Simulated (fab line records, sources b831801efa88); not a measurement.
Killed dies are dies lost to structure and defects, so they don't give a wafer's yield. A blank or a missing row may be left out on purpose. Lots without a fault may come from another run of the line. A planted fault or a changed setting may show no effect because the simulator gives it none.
One fault seen from 2 desks | flow sky130 | each desk has only its own numbers; what lay behind them comes last

THE TOOL OWNER'S DESK: rtp_anneal-01
The tool's own readings at SKY_SD_N_RTA_14 (time 2 s): means of the sampled wafers that have a number, for each lot that ran on this tool. A lot is out of limits, marked OUT, if its mean lies more than 4 standard deviations from the usual mean; the brackets give that distance.
Columns: A = lamp_power_pct at SKY_SD_N_RTA_14, usual 15.73 %; B = wafer_temp_C_max at SKY_SD_N_RTA_14, usual 1078.0
lot  | first seen here | A               | B
L106 | day 28 17:56    | 15.72           | 1077.7
L108 | day 29 13:24    | 15.76           | 1078.7
L110 | day 30 01:56    | 15.76           | 1078.0
L116 | day 32 03:26    | 15.10 (-12) OUT | 1079.1
L118 | day 32 16:51    | 15.13 (-12) OUT | 1078.0
This desk's finding: out of limits on L116, L118; first on L116, day 32 03:26 (lamp_power_pct at SKY_SD_N_RTA_14). In limits: L106, L108, L110.

THE METROLOGY DESK
What the gauges read, lot by lot, whatever tool the lot ran on: means of the sampled wafers that have a number. A lot is out of limits, marked OUT, if its mean lies more than 4 standard deviations from the usual mean; the brackets give that distance.
Columns: A = RES_XHIGH_TW at SKY_RES_XHIGH_TW_MEAS_09, usual 1643; B = cd_nm at SKY_SD_N_CD_MEAS_07, usual 378.5 nm; C = SD_N_RS at SKY_SD_N_RS_MEAS_16, usual 68.63 ohm/sq; D = SD_P_RS at SKY_SD_N_RS_MEAS_17, usual 147.5 ohm/sq; E = LI_CONTACT_HDPCVD_THK at SKY_LI_CONTACT_THK_MEAS_01, usual 925 nm
lot  | first seen here | A    | B     | C               | D               | E
L104 | day 26 21:56    | 1633 | 382.3 | 68.64           | 147.5           | 937
L106 | day 27 12:26    | 1637 | 381.4 | 68.59           | 147.4           | 922
L108 | day 28 08:32    | 1638 | 380.8 | 68.70           | 147.7           | 926
L109 | day 28 13:20    | 1638 | 377.9 | 68.50           | 146.8           | 928
L110 | day 28 21:29    | 1636 | 376.5 | 68.69           | 147.9           | 927
L115 | day 30 16:22    | 1641 | 381.1 | 68.68           | 147.5           | 926
L116 | day 30 23:53    | 1645 | 377.1 | 71.52 (+26) OUT | 164.2 (+45) OUT | 920
L118 | day 31 12:54    | 1638 | 377.2 | 71.38 (+25) OUT | 163.5 (+43) OUT | 923
L119 | day 31 22:44    | 1648 | 373.8 | 68.70           | 147.7           | 933
L121 | day 32 15:37    | 1636 | 374.5 | 68.75           | 148.0           | 925
L123 | day 33 03:34    | 1643 | 377.7 | 68.73           | 147.8           | 919
L125 | day 33 18:35    | 1628 | 379.0 | 68.58           | 147.4           | 930
L127 | day 34 14:56    | 1652 | 380.8 | 68.62           | 147.6           | 926
This desk's finding: out of limits on L116, L118; first on L116, day 32 03:37 (SD_N_RS at SKY_SD_N_RS_MEAS_16). In limits: L104, L106, L108, L109, L110, L115, L119, L121, L123, L125, L127.

PUT TOGETHER
The tool owner's desk could have raised an alarm at day 32 03:26, on L116, L118.
The metrology desk could have raised an alarm at day 32 03:37, on L116, L118.
Of the lots named, all ran SKY_SD_N_RTA_14 on rtp_anneal-01.

WHAT THE SIMULATOR HAD PUT IN
Process parameter drift: rtp_anneal-01, from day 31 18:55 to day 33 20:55, at SKY_SD_N_RTA_14. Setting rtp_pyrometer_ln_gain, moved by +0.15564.
Lots struck among those shown: L116, L118.
Hours from the fault's start to each desk's first reading out of limits: the tool owner's desk, 9; the metrology desk, 9.
